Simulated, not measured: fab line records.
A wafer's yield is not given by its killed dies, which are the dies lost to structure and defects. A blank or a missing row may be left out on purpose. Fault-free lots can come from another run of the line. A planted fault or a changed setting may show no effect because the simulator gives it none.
Which of the tools did it?    flow gf180mcu    at 1 step of a route of 602, 13 lots with 39 wafers sampled

== WHAT EACH GAUGE READ, for each wafer ==
GF_M5_OVL_MEAS_08. Usual: for M5_OVL the level is -3 nm and the standard deviation is 4.9.
lot   measured      on          M5_OVL (nm)  flag
L262  day 26 15:07  overlay-02  -1 3 3       
L263  day 26 18:55  overlay-01  -2 7 -4      
L264  day 27 01:02  overlay-01  -11 -2 -4    
L266  day 27 14:17  overlay-01  -5 -5 2      
L267  day 28 01:46  overlay-02  1 -6 -2      
L272  day 29 15:01  overlay-02  4 2 2        
L273  day 29 22:43  overlay-02  -1 -2 -2     
L274  day 30 04:26  overlay-02  -4 -12 -6    
L281  day 32 03:25  overlay-01  -10 -4 -1    
L282  day 32 09:49  overlay-02  -12 -20 -4   
L283  day 32 15:14  overlay-02  -6 -4 -7     
L284  day 32 17:36  overlay-02  -5 -4 -2     
L285  day 33 00:13  overlay-01  -1 2 -4      

== WHICH TOOL RAN EACH LOT (tool, then ch and the chambers of the sampled wafers, then the start) ==
There is no process step in the record ahead of these readings.

== AS READ BY THE TOOLS THEMSELVES (means over the sampled wafers that have a number; for cases with no such wafer, the mark the record gives instead) ==
The record holds no such reading with a usual standard deviation.

== THE ANSWER, worked out from the rows above alone ==
Rule: a lot is off if the mean of its wafers that have a number lies more than 3 standard deviations from the usual mean. A lot without any number at a reading at which 4 lots or more have one is off too. Where the step has rows for the other lots, those lots are counted as sound. First the gauges in route order, then the tools' own readings, where a lot's mean is used as printed above. The first step at which some lot is off is used, and at that step the reading that is off furthest; a lot without a number counts as furthest.
No lot is off on any of the readings shown, so nothing can be concluded from this.

== WHAT THE SIMULATOR PUT IN ==
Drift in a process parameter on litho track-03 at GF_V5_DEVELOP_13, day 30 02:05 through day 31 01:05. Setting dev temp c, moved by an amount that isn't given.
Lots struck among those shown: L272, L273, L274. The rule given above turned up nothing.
